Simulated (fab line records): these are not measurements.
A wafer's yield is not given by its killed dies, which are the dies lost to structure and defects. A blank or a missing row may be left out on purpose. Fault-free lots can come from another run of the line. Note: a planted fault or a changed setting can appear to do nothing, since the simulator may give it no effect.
The tool behind it: which one?    flow sky130    13 lots, 39 wafers sampled, at 5 steps of a route of 708

WHAT THE GAUGES READ, wafer by wafer
SKY_VT_ADJUST_LVTN_TW_MEAS_21. Usual: for VT_ADJUST_LVTN_2_TW the level is 189.2 and the standard deviation is 1.7.
lot   measured      on             VT_ADJUST_LVTN_2_TW  flag
L347  day 7 18:38   film_metro-01  188.1 189.1 188.4    
L348  day 8 08:58   film_metro-02  187.2 187.3 186.9    
L349  day 8 14:38   film_metro-02  187.9 187.9 187.7    
L350  day 9 04:40   film_metro-01  189.1 188.0 187.9    
L351  day 9 04:58   film_metro-01  188.9 190.1 189.7    
L352  day 9 07:32   film_metro-02  188.7 188.9 188.7    
L353  day 9 18:41   film_metro-01  188.1 189.2 188.5    
L355  day 10 09:43  film_metro-02  188.5 187.8 189.0    
L363  day 13 00:44  film_metro-04  190.3 189.9 190.9    
L362  day 13 04:02  film_metro-02  186.8 187.8 187.5    
L366  day 13 12:15  film_metro-04  190.8 190.9 190.2    
L368  day 13 21:43  film_metro-04  190.5 191.5 192.2    
L369  day 14 13:44  film_metro-04  191.4 191.3 191.9    

SKY_LDD_HVP_OVL_MEAS_07. Usual: for LDD_HVP_OVL the level is -0.2 nm and the standard deviation is 1.2.
lot   measured      on          LDD_HVP_OVL (nm)  flag
L347  day 21 14:47  overlay-01  -0.5 -2.1 -1.1    
L348  day 22 09:44  overlay-01  -1.4 -0.1 -3.2    
L349  day 22 18:39  overlay-01  -0.9 0.1 -1.4     
L350  day 23 13:59  overlay-02  1.4 2.4 0.1       
L351  day 23 14:35  overlay-02  -1.0 -1.9 -0.6    
L352  day 23 14:17  overlay-01  0.2 -0.5 0.7      
L353  day 24 16:56  overlay-01  0.1 -0.8 0.6      
L355  day 25 04:23  overlay-02  0.7 -0.4 -0.4     
L363  day 28 04:17  overlay-02  0.6 2.3 -0.1      
L362  day 28 06:30  overlay-02  -0.3 0.6 0.9      
L366  day 28 18:22  overlay-02  0.1 1.0 1.5       
L368  day 29 09:27  overlay-01  -0.1 0.5 2.3      
L369  day 29 16:05  overlay-02  0.4 1.6 -0.2      

SKY_LDD_LDN_OVL_MEAS_07. Usual: for LDD_LDN_OVL the level is 0.3 nm and the standard deviation is 1.4.
lot   measured      on          LDD_LDN_OVL (nm)  flag
L347  day 22 21:35  overlay-02  -0.2 -2.3 -2.0    
L348  day 23 15:46  overlay-01  1.1 1.4 -0.5      
L349  day 24 01:16  overlay-01  0.8 0.0 -0.6      
L350  day 24 20:10  overlay-01  1.5 0.3 2.1       
L351  day 24 20:46  overlay-02  1.0 -1.3 0.8      
L352  day 24 20:28  overlay-01  -1.2 -1.4 -2.1    
L353  day 25 22:28  overlay-02  -0.3 1.3 -1.6     
L355  day 26 09:14  overlay-01  0.4 0.8 -0.9      
L363  day 29 09:11  overlay-01  42.9 44.0 43.0    OFF
L362  day 29 11:19  overlay-02  42.2 39.4 42.7    OFF
L366  day 29 22:15  overlay-01  39.9 41.5 41.9    OFF
L368  day 30 13:25  overlay-01  1.3 1.6 0.6       
L369  day 30 19:53  overlay-02  2.8 2.1 2.5       

SKY_SD_N_CD_MEAS_07: the cd target is 380 nm. Usual: cd_nm reads 379.9 nm (standard deviation 2.4).
lot   measured      on         cd_nm (nm)         flag
L347  day 27 23:14  cd_sem-01  382.0 380.6 382.5  
L348  day 28 13:44  cd_sem-02  377.9 380.8 379.8  
L349  day 28 23:36  cd_sem-02  375.7 378.7 378.3  
L350  day 29 16:17  cd_sem-02  380.6 377.7 379.2  
L351  day 29 18:07  cd_sem-02  378.4 378.5 378.7  
L352  day 29 16:55  cd_sem-02  381.5 383.4 383.4  
L353  day 30 18:16  cd_sem-01  380.9 378.5 381.9  
L355  day 31 07:05  cd_sem-01  381.4 383.4 380.5  
L363  day 34 03:38  cd_sem-02  381.5 380.8 381.5  
L362  day 34 05:10  cd_sem-02  377.0 379.0 379.4  
L366  day 34 13:32  cd_sem-02  383.4 383.5 382.0  
L368  day 35 06:01  cd_sem-02  375.8 376.2 378.5  
L369  day 35 11:20  cd_sem-02  379.3 379.1 381.4  

WHICH TOOL RAN EACH LOT (tool, then ch and the chambers of the sampled wafers, then the start)
lot   SKY_LDD_LDN_EXPOSE_04
L347  iline_stepper-01 ch 0, day 22 07:47
L348  iline_stepper-01 ch 0, day 22 23:26
L349  iline_stepper-02 ch 0, day 23 09:47
L350  iline_stepper-02 ch 0, day 24 05:16
L351  iline_stepper-02 ch 0, day 24 05:46
L352  iline_stepper-01 ch 0, day 24 05:31
L353  iline_stepper-01 ch 0, day 25 08:25
L355  iline_stepper-02 ch 0, day 25 18:07
L363  iline_stepper-01 ch 0, day 28 20:25
L362  iline_stepper-01 ch 0, day 28 22:39
L366  iline_stepper-01 ch 0, day 29 07:49
L368  iline_stepper-02 ch 0, day 30 00:29
L369  iline_stepper-02 ch 0, day 30 07:01
- SKY_LDD_LDN_EXPOSE_04: exposes mask LDNTM, target cd 700 nm.

AS READ BY THE TOOLS THEMSELVES (means over the sampled wafers that have a number; for cases with no such wafer, the mark the record gives instead)
SKY_LDD_LDN_EXPOSE_04. Usual: exposure_dose_mJ_cm2 reads 140.00 (standard deviation 0.13).
lot   tool              exposure_dose_mJ_cm2  flag
L347  iline_stepper-01  140.06                
L348  iline_stepper-01  139.89                
L349  iline_stepper-02  139.90                
L350  iline_stepper-02  139.90                
L351  iline_stepper-02  140.08                
L352  iline_stepper-01  140.11                
L353  iline_stepper-01  140.00                
L355  iline_stepper-02  140.16                
L363  iline_stepper-01  139.93                
L362  iline_stepper-01  139.90                
L366  iline_stepper-01  139.98                
L368  iline_stepper-02  140.15                
L369  iline_stepper-02  140.02                

THE ANSWER, worked out from the rows above alone
Rule: lot off if the mean of its wafers having a number is beyond 3 standard deviations from the usual mean. Also off: a lot with no number at a reading for which 4 or more lots have one. The other lots that the step has rows for count as sound. After the gauges, taken in route order, come the tools' own readings; for these a lot's mean is taken, as printed above. The first step at which some lot is off is used, and at that step the reading that is off furthest; a lot without a number counts as furthest.
Off: at SKY_LDD_LDN_OVL_MEAS_07 (LDD_LDN_OVL), L363, L362, L366.
A tool fits if, at a process step before that reading, it ran every lot that is off, and no sound lot after the first of them. The gauges at SKY_LDD_LDN_OVL_MEAS_07 are tried like those tools. One fits: iline_stepper-01 at SKY_LDD_LDN_EXPOSE_04. Its last sound lot is L353 (day 25 08:25), its first lot that is off L363 (day 28 20:25): a fault that began between those two fits.

WHAT THE SIMULATOR PUT IN
Scanner matching overlay: iline_stepper-01, from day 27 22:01 on, at SKY_LDD_LDN_EXPOSE_04. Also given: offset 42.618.
Lots struck among those shown: L363, L362, L366. The same result came from the rule above.
